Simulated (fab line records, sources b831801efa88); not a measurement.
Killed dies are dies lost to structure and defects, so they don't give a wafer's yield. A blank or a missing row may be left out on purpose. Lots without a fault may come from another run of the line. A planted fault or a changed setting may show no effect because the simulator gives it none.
Which tool did it? | flow gf180mcu | 24 lots, 72 wafers sampled, at 4 steps of a route of 602

WHAT THE GAUGES READ, wafer by wafer
GF_VT_IMPLANT_RS_MEAS_48: measures by four-point-probe.
lot  | measured     | on            | LVPWELL_RS (ohm/sq)
L074 | day 7 11:16  | film_metro-03 | 1201.8 1202.7 1201.7
L075 | day 7 17:22  | film_metro-04 | 1205.1 1204.6 1200.6
L076 | day 8 01:24  | film_metro-01 | 1205.3 1205.3 1205.8
L077 | day 8 10:22  | film_metro-03 | 1204.0 1203.0 1203.3
L078 | day 8 16:46  | film_metro-03 | 1203.3 1202.5 1202.5
L079 | day 8 22:52  | film_metro-03 | 1207.6 1207.8 1204.9
L080 | day 9 06:16  | film_metro-01 | 1201.6 1201.4 1200.6
L081 | day 9 17:13  | film_metro-04 | 1203.7 1207.3 1203.6
L083 | day 10 00:04 | film_metro-01 | 1203.0 1200.7 1203.9
L082 | day 10 01:42 | film_metro-01 | 1198.9 1197.6 1197.7
L084 | day 10 17:22 | film_metro-04 | 1207.7 1205.0 1208.3
L085 | day 11 01:52 | film_metro-01 | 1202.8 1206.0 1205.3
L086 | day 11 03:40 | film_metro-04 | 1205.4 1207.4 1205.7
L087 | day 11 09:46 | film_metro-01 | 1197.7 1197.6 1197.0
L088 | day 11 17:25 | film_metro-03 | 1206.0 1205.3 1203.7
L089 | day 12 01:47 | film_metro-03 | 1204.3 1203.0 1204.3
L090 | day 12 03:48 | film_metro-01 | 1209.7 1200.0 1202.8
L091 | day 12 08:38 | film_metro-04 | 1203.7 1203.9 1202.8
L092 | day 12 14:35 | film_metro-04 | 1203.6 1202.8 1204.6
L093 | day 12 19:34 | film_metro-01 | 1204.5 1204.6 1203.3
L094 | day 13 10:26 | film_metro-01 | 1201.5 1201.1 1202.7
L095 | day 13 11:58 | film_metro-03 | 1202.2 1202.7 1202.9
L096 | day 13 17:45 | film_metro-01 | 1198.4 1199.7 1198.8
L097 | day 14 01:47 | film_metro-03 | 1203.0 1200.9 1199.3

GF_V1_BOW_MEAS_05.
lot  | measured     | on            | V1_BOW (um)
L074 | day 17 00:20 | film_metro-04 | 70 79 79
L075 | day 17 08:17 | film_metro-02 | 88 82 78
L076 | day 17 15:43 | film_metro-02 | 78 90 74
L077 | day 18 04:32 | film_metro-04 | 87 70 80
L078 | day 18 12:08 | film_metro-02 | 74 83 78
L079 | day 19 01:28 | film_metro-01 | 89 90 81
L080 | day 19 09:20 | film_metro-04 | 82 83 78
L081 | day 19 22:03 | film_metro-02 | 74 91 74
L083 | day 20 08:45 | film_metro-04 | 84 92 88
L082 | day 20 14:13 | film_metro-04 | 81 83 82
L084 | day 21 09:01 | film_metro-02 | 77 74 69
L085 | day 21 20:01 | film_metro-02 | 70 74 84
L086 | day 21 23:21 | film_metro-01 | 91 80 100
L087 | day 22 07:06 | film_metro-01 | 82 81 76
L088 | day 22 15:50 | film_metro-02 | 78 84 84
L089 | day 23 03:49 | film_metro-01 | 82 92 77
L090 | day 23 08:07 | film_metro-01 | 85 75 87
L091 | day 23 08:52 | film_metro-01 | 81 79 95
L092 | day 23 19:21 | film_metro-02 | 99 89 92
L093 | day 23 21:22 | film_metro-02 | 83 83 74
L094 | day 24 15:04 | film_metro-01 | 76 84 78
L095 | day 24 15:42 | film_metro-04 | 84 75 82
L096 | day 24 20:49 | film_metro-02 | 82 76 78
L097 | day 25 05:46 | film_metro-01 | 93 106 107

GF_V2_THK_MEAS_01.
lot  | measured     | on            | V2_CVD_00_THK (nm)
L074 | day 19 02:21 | film_metro-01 | 593 598 597
L075 | day 19 10:47 | film_metro-03 | 602 612 598
L076 | day 19 17:50 | film_metro-01 | 602 600 595
L077 | day 20 06:35 | film_metro-01 | 597 591 597
L078 | day 20 15:42 | film_metro-03 | 599 599 592
L079 | day 21 04:10 | film_metro-04 | 595 594 592
L080 | day 21 13:15 | film_metro-01 | 589 593 585
L081 | day 22 00:52 | film_metro-01 | 596 595 599
L083 | day 22 11:08 | film_metro-01 | 599 598 599
L082 | day 22 16:23 | film_metro-03 | 607 599 605
L084 | day 23 10:37 | film_metro-03 | 594 600 603
L085 | day 23 20:18 | film_metro-04 | 589 592 591
L086 | day 24 00:02 | film_metro-03 | 597 602 597
L087 | day 24 07:34 | film_metro-01 | 588 590 597
L088 | day 24 15:34 | film_metro-01 | 594 591 597
L089 | day 25 02:15 | film_metro-01 | 603 601 605
L090 | day 25 07:27 | film_metro-04 | 603 592 592
L091 | day 25 08:16 | film_metro-04 | 595 592 598
L092 | day 25 17:53 | film_metro-03 | 598 593 603
L093 | day 25 20:22 | film_metro-03 | 593 598 599
L094 | day 26 11:26 | film_metro-01 | 601 601 601
L095 | day 26 12:33 | film_metro-03 | 597 592 594
L096 | day 26 18:16 | film_metro-01 | 604 609 608
L097 | day 27 02:58 | film_metro-04 | 610 607 604

WHICH TOOL RAN EACH LOT (tool, then ch and the chambers of the sampled wafers, then the start)
lot  | GF_M2_SPUTTER_04
L074 | pvd_sputter-01, day 18 01:13
L075 | pvd_sputter-01, day 18 09:28
L076 | pvd_sputter-01, day 18 17:01
L077 | pvd_sputter-02, day 19 05:29
L078 | pvd_sputter-02, day 19 14:06
L079 | pvd_sputter-02, day 20 03:40
L080 | pvd_sputter-04, day 20 11:50
L081 | pvd_sputter-02, day 21 00:05
L083 | pvd_sputter-01, day 21 10:56
L082 | pvd_sputter-04, day 21 16:44
L084 | pvd_sputter-04, day 22 10:29
L085 | pvd_sputter-02, day 22 21:01
L086 | pvd_sputter-04, day 23 00:23
L087 | pvd_sputter-02, day 23 08:14
L088 | pvd_sputter-02, day 23 16:39
L089 | pvd_sputter-04, day 24 03:48
L090 | pvd_sputter-02, day 24 07:42
L091 | pvd_sputter-01, day 24 09:18
L092 | pvd_sputter-02, day 24 19:08
L093 | pvd_sputter-02, day 24 21:34
L094 | pvd_sputter-04, day 25 14:17
L095 | pvd_sputter-02, day 25 15:16
L096 | pvd_sputter-04, day 25 20:48
L097 | pvd_sputter-04, day 26 05:15
- GF_M2_SPUTTER_04: material TiN, target thk 50 nm, time 41.7 s.

WHAT THE TOOLS THEMSELVES READ (means of the sampled wafers that have a number; where no wafer has one, the mark that the record gives instead)
GF_M2_SPUTTER_04.
lot  | tool           | cathode_dc_power_W (W) | throttle_valve_pct (%)
L074 | pvd_sputter-01 | 6500.2                 | 29.8
L075 | pvd_sputter-01 | 6499.5                 | 30.1
L076 | pvd_sputter-01 | 6500.1                 | 29.2
L077 | pvd_sputter-02 | 6500.3                 | 30.5
L078 | pvd_sputter-02 | 6501.2                 | 30.7
L079 | pvd_sputter-02 | 6499.9                 | 30.7
L080 | pvd_sputter-04 | 6499.0                 | 29.9
L081 | pvd_sputter-02 | 6500.8                 | 30.7
L083 | pvd_sputter-01 | 6499.8                 | 29.9
L082 | pvd_sputter-04 | 6498.7                 | 29.9
L084 | pvd_sputter-04 | 6499.5                 | 29.6
L085 | pvd_sputter-02 | 6499.6                 | 31.2
L086 | pvd_sputter-04 | 6500.7                 | 29.3
L087 | pvd_sputter-02 | 6500.8                 | 31.0
L088 | pvd_sputter-02 | 6500.5                 | 30.8
L089 | pvd_sputter-04 | 6500.8                 | 30.0
L090 | pvd_sputter-02 | 6499.6                 | 31.2
L091 | pvd_sputter-01 | 6499.8                 | 29.9
L092 | pvd_sputter-02 | 6500.3                 | 30.5
L093 | pvd_sputter-02 | 6498.8                 | 30.6
L094 | pvd_sputter-04 | 6499.1                 | 29.3
L095 | pvd_sputter-02 | 6500.0                 | 31.0
L096 | pvd_sputter-04 | 6499.3                 | 29.3
L097 | pvd_sputter-04 | 6500.8                 | 29.4

THE ANSWER, worked out from the rows above alone
Rule: what is usual is taken from the lots themselves. Put in order of their means at a reading, lots are off if they are a third of the lots or fewer, leave a main group of 4 or more, and stand apart from it by a gap of 3 or more times the standard deviation of the main group's means; of several such gaps the widest counts. A main group whose means are all the same, to the digits that the tables above print for the reading, isn't used. A lot without any number at a reading at which 4 lots or more have one is off too. The other lots that the step has rows for count as sound. The gauges are gone through in route order, then the tools' own readings, and for those a lot's mean is taken as printed above. The first step at which some lot is off is used, and at that step the reading that is off furthest; a lot without a number counts as furthest.
No lot is off at any reading shown: from this, nothing can be told.

WHAT THE SIMULATOR HAD PUT IN
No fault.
